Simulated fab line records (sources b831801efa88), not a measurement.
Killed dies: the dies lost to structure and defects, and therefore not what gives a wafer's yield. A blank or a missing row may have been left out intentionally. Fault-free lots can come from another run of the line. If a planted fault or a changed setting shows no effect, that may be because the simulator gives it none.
fab line records	flow gf180mcu
[record] lots = 13	wafers = 39	lastDay = 34
route steps=602 shown HV_LDD@192 PSD@256 CONTACT@304
lots with no fault: from the same line, run without faults
startH: start of the lot's first displayed wafer, in hours after the record's first day	waitH: hours since the lot's step before	" unchanged from the row above	L1.1+2: a row that stands for several wafers	- no value, or no start given	* or withheld: withheld	< > ~ a bound
route shown NAME@n: NAME is a module with steps in the file, n the number in the route of the first one	usual: mean and standard deviation over wafers with no fault	same: alike in all rows	chamber/n: place in a boat	sites: readings site by site	_std_site: their standard deviation	_edge_site: inner sites' mean taken away from outer sites' mean	radiusMm: for every site, how far away it sits from the centre of the wafer	mask NAME#n: copy n	behind: the last tool/chamber to shape the wafer	hold: why the lot was held/for how many hours/how that ended	device: names the non-switching transistor (n, p or np)	end of line: tests of these same wafers at the route's end	where a step has no rows: the recipe by itself	killed: not the wafer's yield, but the dies lost to structure and defects at the first sort	map: dies across one wafer; x = killed, . = not, _ = none there
set.NAME: the setting as run; set.NAME@STEP: as run at that earlier step	model.NAME: the simulator's own value behind a step, which no gauge read
one table for each step of the route and one row for each wafer, over a sample of lots
services: the hour from which a tool's chamber was out of use, counted from the record's first day as startH (under 0 if before that day), plus the number of hours and why
[[steps]]
[step GF_HV_LDD_EXPOSE_16]
[recipe] maskId = Pplus_LV_AREA	targetCdNm = 400	na = 0.6	sourceShape = conventional	sigmaOuter = 0.6	doseMj = 140
[usual] exposureDoseMJCm2 = 139.99/0.13	focusOffsetNm = 0.0/0.55
[same] na = 0.6
lot.wafer	tool	chamber	startH	waitH	mask	exposureDoseMJCm2	focusOffsetNm
L527.1	ilineStepper-02	0	232.97	-	Pplus_LV_AREA#0	140.02	-0.2
L527.5	"	0	"	"	Pplus_LV_AREA#0	139.86	1.5
L527.6	"	0	"	"	Pplus_LV_AREA#0	139.82	0.6
L530.3	ilineStepper-01	0	256.50	-	Pplus_LV_AREA#0	139.73	-0.4
L530.5	"	0	"	"	Pplus_LV_AREA#0	139.84	-0.4
L530.6	"	0	"	"	Pplus_LV_AREA#0	139.89	-0.3
L532.2	ilineStepper-01	0	272.57	-	Pplus_LV_AREA#0	140.06	0.5
L532.4	"	0	"	"	Pplus_LV_AREA#0	140.12	-0.8
L532.5	"	0	"	"	Pplus_LV_AREA#0	139.90	0.2
L533.2	ilineStepper-02	0	283.01	-	Pplus_LV_AREA#0	140.07	-0.2
L533.4	"	0	"	"	Pplus_LV_AREA#0	140.09	0.8
L533.6	"	0	"	"	Pplus_LV_AREA#0	140.21	-0.8
L534.1	ilineStepper-02	0	290.15	-	Pplus_LV_AREA#0	140.10	-0.7
L534.5	"	0	"	"	Pplus_LV_AREA#0	140.13	0.0
L534.6	"	0	"	"	Pplus_LV_AREA#0	139.84	-1.3
L535.1	ilineStepper-01	0	294.33	-	Pplus_LV_AREA#0	140.04	0.4
L535.3	"	0	"	"	Pplus_LV_AREA#0	140.11	-0.1
L535.5	"	0	"	"	Pplus_LV_AREA#0	140.07	0.2
L536.1	ilineStepper-01	0	305.05	-	Pplus_LV_AREA#0	140.05	0.2
L536.3	"	0	"	"	Pplus_LV_AREA#0	139.98	-0.1
L536.6	"	0	"	"	Pplus_LV_AREA#0	140.00	-0.3
L537.1	ilineStepper-01	0	310.54	-	Pplus_LV_AREA#0	139.90	-0.3
L537.2	"	0	"	"	Pplus_LV_AREA#0	139.88	-0.4
L537.4	"	0	"	"	Pplus_LV_AREA#0	139.87	-0.5
L539.3	ilineStepper-01	0	323.67	-	Pplus_LV_AREA#0	139.91	0.9
L539.5	"	0	"	"	Pplus_LV_AREA#0	139.72	-0.7
L539.6	"	0	"	"	Pplus_LV_AREA#0	139.99	0.8
L546.2	ilineStepper-02	0	377.41	-	Pplus_LV_AREA#0	135.88	-0.9
L546.3	"	0	"	"	Pplus_LV_AREA#0	135.62	0.2
L546.4	"	0	"	"	Pplus_LV_AREA#0	135.81	0.4
L547.2	ilineStepper-02	0	383.57	-	Pplus_LV_AREA#0	135.40	-0.5
L547.4	"	0	"	"	Pplus_LV_AREA#0	135.55	0.1
L547.6	"	0	"	"	Pplus_LV_AREA#0	135.43	0.3
L548.2	ilineStepper-02	0	393.61	-	Pplus_LV_AREA#0	135.54	0.5
L548.3	"	0	"	"	Pplus_LV_AREA#0	135.40	-0.8
L548.5	"	0	"	"	Pplus_LV_AREA#0	135.40	-0.5
L549.1	ilineStepper-01	0	396.52	-	Pplus_LV_AREA#0	140.10	0.0
L549.3	"	0	"	"	Pplus_LV_AREA#0	140.27	0.0
L549.6	"	0	"	"	Pplus_LV_AREA#0	140.21	0.3
[step GF_HV_LDD_CD_MEAS_19]
[recipe] targetCdNm = 400
[usual] cdNm = 400.4/2.1
lot.wafer	tool	chamber	startH	waitH	hold	cdNm
L527.1	cdSem-01	-	241.41	0.1	-	401.8
L527.5	"	-	"	"	-	402.4
L527.6	"	-	"	"	-	400.9
L530.3	cdSem-02	-	265.55	0.1	-	397.7
L530.5	"	-	"	"	-	397.1
L530.6	"	-	"	"	-	395.6
L532.2	cdSem-01	-	281.63	0.1	-	399.1
L532.4	"	-	"	"	-	399.8
L532.5	"	-	"	"	-	402.3
L533.2	cdSem-02	-	293.07	0.1	-	402.3
L533.4	"	-	"	"	-	400.0
L533.6	"	-	"	"	-	400.2
L534.1	cdSem-01	-	299.80	0.1	-	401.1
L534.5	"	-	"	"	-	399.8
L534.6	"	-	"	"	-	400.6
L535.1	cdSem-01	-	303.96	0.1	-	403.8
L535.3	"	-	"	"	-	400.6
L535.5	"	-	"	"	-	401.7
L536.1	cdSem-01	-	315.49	0.1	-	396.6
L536.3	"	-	"	"	-	397.3
L536.6	"	-	"	"	-	397.0
L537.1	cdSem-01	-	319.99	0.1	-	402.3
L537.2	"	-	"	"	-	400.1
L537.4	"	-	"	"	-	403.7
L539.3	cdSem-01	-	334.60	0.1	-	401.4
L539.5	"	-	"	"	-	399.5
L539.6	"	-	"	"	-	399.4
L546.2	cdSem-02	-	388.77	0.1	awaitDispo/0.2h/release	390.8
L546.3	"	-	"	"	awaitDispo/0.2h/release	393.7
L546.4	"	-	"	"	awaitDispo/0.2h/release	393.2
L546.2	cdSem-02	-	389.06	0.3	-	391.2
L546.3	"	-	"	"	-	393.7
L546.4	"	-	"	"	-	393.6
L547.2	cdSem-01	-	394.32	0.1	awaitDispo/0.2h/release	386.4
L547.4	"	-	"	"	awaitDispo/0.2h/release	387.8
L547.6	"	-	"	"	awaitDispo/0.2h/release	386.4
L547.2	cdSem-01	-	394.68	0.3	-	386.6
L547.4	"	-	"	"	-	387.8
L547.6	"	-	"	"	-	387.0
L548.2	cdSem-02	-	404.96	0.1	awaitDispo/0.2h/release	392.2
L548.3	"	-	"	"	awaitDispo/0.2h/release	393.6
L548.5	"	-	"	"	awaitDispo/0.2h/release	391.2
L548.2	cdSem-02	-	405.43	0.4	-	392.4
L548.3	"	-	"	"	-	394.1
L548.5	"	-	"	"	-	391.3
L549.1	cdSem-02	-	408.96	0.1	-	399.9
L549.3	"	-	"	"	-	399.4
L549.6	"	-	"	"	-	402.4
[step GF_HV_LDD_TW_MEAS_50]
[usual] HV_LDD_4_TW = 568.1/2.9
lot.wafer	tool	chamber	startH	waitH	HV_LDD_4_TW
L527.1	filmMetro-02	-	279.90	0.1	567.4
L527.5	"	-	"	"	569.2
L527.6	"	-	"	"	566.7
L530.3	filmMetro-02	-	305.83	0.1	566.2
L530.5	"	-	"	"	563.2
L530.6	"	-	"	"	567.5
L532.2	filmMetro-01	-	323.76	0.1	563.5
L532.4	"	-	"	"	567.4
L532.5	"	-	"	"	565.7
L533.2	filmMetro-01	-	335.87	0.1	564.9
L533.4	"	-	"	"	564.4
L533.6	"	-	"	"	564.5
L534.1	filmMetro-01	-	342.91	0.1	569.6
L534.5	"	-	"	"	568.4
L534.6	"	-	"	"	564.4
L535.1	filmMetro-02	-	347.20	0.1	569.3
L535.3	"	-	"	"	567.1
L535.5	"	-	"	"	568.8
L536.1	filmMetro-03	-	359.66	0.1	569.3
L536.3	"	-	"	"	573.0
L536.6	"	-	"	"	570.9
L537.1	filmMetro-03	-	364.82	0.1	569.8
L537.2	"	-	"	"	565.8
L537.4	"	-	"	"	564.4
L539.3	filmMetro-02	-	379.48	0.1	569.7
L539.5	"	-	"	"	566.3
L539.6	"	-	"	"	571.5
L546.2	filmMetro-02	-	437.01	0.1	568.2
L546.3	"	-	"	"	569.2
L546.4	"	-	"	"	568.5
L547.2	filmMetro-03	-	443.33	0.1	570.8
L547.4	"	-	"	"	568.8
L547.6	"	-	"	"	570.1
L548.2	filmMetro-03	-	454.38	0.1	569.5
L548.3	"	-	"	"	569.3
L548.5	"	-	"	"	571.0
L549.1	filmMetro-03	-	458.71	0.1	571.6
L549.3	"	-	"	"	570.1
L549.6	"	-	"	"	569.9
[step GF_PSD_OVL_MEAS_08]
[usual] PSD_OVL = -0.2/1.3
lot.wafer	tool	chamber	startH	waitH	PSD_OVL[nm]
L527.1	overlay-02	-	324.53	0.1	0.1
L527.5	"	-	"	"	-0.4
L527.6	"	-	"	"	0.1
L530.3	overlay-01	-	351.47	0.1	0.2
L530.5	"	-	"	"	-1.5
L530.6	"	-	"	"	-1.8
L532.2	overlay-01	-	369.76	0.1	1.3
L532.4	"	-	"	"	-0.9
L532.5	"	-	"	"	0.5
L533.2	overlay-02	-	385.12	0.1	0.7
L533.4	"	-	"	"	2.9
L533.6	"	-	"	"	2.7
L534.1	overlay-02	-	390.33	0.1	-1.2
L534.5	"	-	"	"	-5.0
L534.6	"	-	"	"	-3.8
L535.1	overlay-01	-	395.76	0.1	-0.9
L535.3	"	-	"	"	-1.1
L535.5	"	-	"	"	-1.5
L536.1	overlay-02	-	408.66	0.1	0.2
L536.3	"	-	"	"	-0.9
L536.6	"	-	"	"	0.5
L537.1	overlay-02	-	416.13	0.1	1.5
L537.2	"	-	"	"	2.4
L537.4	"	-	"	"	0.2
L539.3	overlay-02	-	429.97	0.1	-0.3
L539.5	"	-	"	"	0.9
L539.6	"	-	"	"	-0.7
L546.2	overlay-01	-	489.02	0.1	0.4
L546.3	"	-	"	"	-0.8
L546.4	"	-	"	"	1.1
L547.2	overlay-01	-	494.54	0.1	-0.1
L547.4	"	-	"	"	0.5
L547.6	"	-	"	"	0.3
L548.2	overlay-02	-	504.27	0.1	-1.2
L548.3	"	-	"	"	-0.9
L548.5	"	-	"	"	0.1
L549.1	overlay-01	-	510.61	0.1	-1.1
L549.3	"	-	"	"	-1.4
L549.6	"	-	"	"	0.3
[step GF_CONTACT_ETCH_17]
[recipe] chemistry = C4F8/O2/Ar	maskMaterial = KrF	target = SiO2	stopOn = CoSi2	sourceW = 1500	biasW = 1200	pressureMtorr = 40	c4f8FlowSccm = withheld	O2_flow_sccm = 6	Ar_flow_sccm = 300	timeS = withheld	targetDepthA = 8600
[usual] oesProductAu = 0.816/0.0048
lot.wafer	tool	chamber	startH	waitH	oesProductAu
L527.1	rieDiel-02	3	-	-	0.817
L527.5	"	1	"	"	0.827
L527.6	"	0	"	"	0.822
L530.3	rieDiel-03	0	-	-	0.801
L530.5	"	0	"	"	0.814
L530.6	"	3	"	"	0.819
L532.2	rieDiel-03	0	-	-	0.815
L532.4	"	3	"	"	0.816
L532.5	"	0	"	"	0.818
L533.2	rieDiel-02	2	-	-	0.817
L533.4	"	1	"	"	0.809
L533.6	"	3	"	"	0.821
L534.1	rieDiel-02	3	-	-	0.814
L534.5	"	2	"	"	0.819
L534.6	"	3	"	"	0.812
L535.1	rieDiel-03	2	-	-	0.811
L535.3	"	0	"	"	0.815
L535.5	"	2	"	"	0.814
L536.1	rieDiel-01	0	-	-	0.812
L536.3	"	1	"	"	0.813
L536.6	"	3	"	"	0.815
L537.1	rieDiel-02	1	-	-	0.809
L537.2	"	2	"	"	0.808
L537.4	"	0	"	"	0.811
L539.3	rieDiel-02	0	-	-	0.813
L539.5	"	3	"	"	0.818
L539.6	"	0	"	"	0.823
L546.2	rieDiel-02	2	-	-	0.813
L546.3	"	0	"	"	0.812
L546.4	"	2	"	"	0.806
L547.2	rieDiel-01	3	-	-	0.814
L547.4	"	0	"	"	0.815
L547.6	"	0	"	"	0.819
L548.2	rieDiel-02	2	-	-	0.819
L548.3	"	0	"	"	0.816
L548.5	"	1	"	"	0.817
L549.1	rieDiel-03	1	-	-	0.816
L549.3	"	0	"	"	0.817
L549.6	"	0	"	"	0.819
[[services]]
tool	chamber	startH	hours	kind
ilineStepper-02	-	221.40	4.4	pm
rieDiel-02	1	223.01	10.1	repair
rieDiel-01	1	237.58	26.9	repair
ilineStepper-01	0	239.32	-	calibration
ilineStepper-02	-	261.30	4.3	pm
rieDiel-01	2	262.71	1.4	repair
ilineStepper-01	-	270.25	1.1	repair
ilineStepper-02	-	276.46	1.7	pm
rieDiel-03	-	291.91	6.7	repair
rieDiel-02	-	302.10	1.8	repair
ilineStepper-01	-	326.08	5.8	repair
ilineStepper-01	-	331.83	1.7	pm
rieDiel-03	1	337.21	4.9	repair
rieDiel-02	0	393.57	-	clean
rieDiel-02	2	408.71	4.9	repair
rieDiel-01	1	426.68	8.7	repair
rieDiel-01	3	468.66	11.3	repair
rieDiel-01	2	485.68	5.4	repair
ilineStepper-02	-	494.54	1.7	pm
rieDiel-03	0	506.62	10.3	repair
rieDiel-02	1	536.53	9.8	repair
rieDiel-03	-	544.01	0.3	repair
ilineStepper-01	-	545.33	1.7	pm
rieDiel-03	3	552.95	6.4	repair
[[key]]
[firstSign] step = GF_HV_LDD_EXPOSE_16	reading = exposureDoseMJCm2	direction = down	sigmas = 35	usual = 139.99	struck = 135.56
[effect] step = GF_HV_LDD_CD_MEAS_19	reading = visit	direction = added
metAt GF_HV_LDD_EXPOSE_16
struckLots L546,L547,L548
testerLeftOut L546,L547,L548
notActingAt GF_HV_LDD_TW_MEAS_50,GF_PSD_OVL_MEAS_08,GF_CONTACT_ETCH_17
onsetBetween 290.15 377.41
[fault] kind = processParameterDrift	tool = ilineStepper-02	chamber = -	onsetH = 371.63	steps = GF_HV_LDD_EXPOSE_16	channel = doseMj	offset = -4.4479	shape = step	actsIn = theseRecipesOnly	stated = 140
// testerLeftOut: of these lots the tester's yield and bins aren't shown, on N5 and GAA mostly nor the transistor test; their killed dies are dies lost to structure and defects alone, not to doping, threshold or leakage, so they don't give the yield
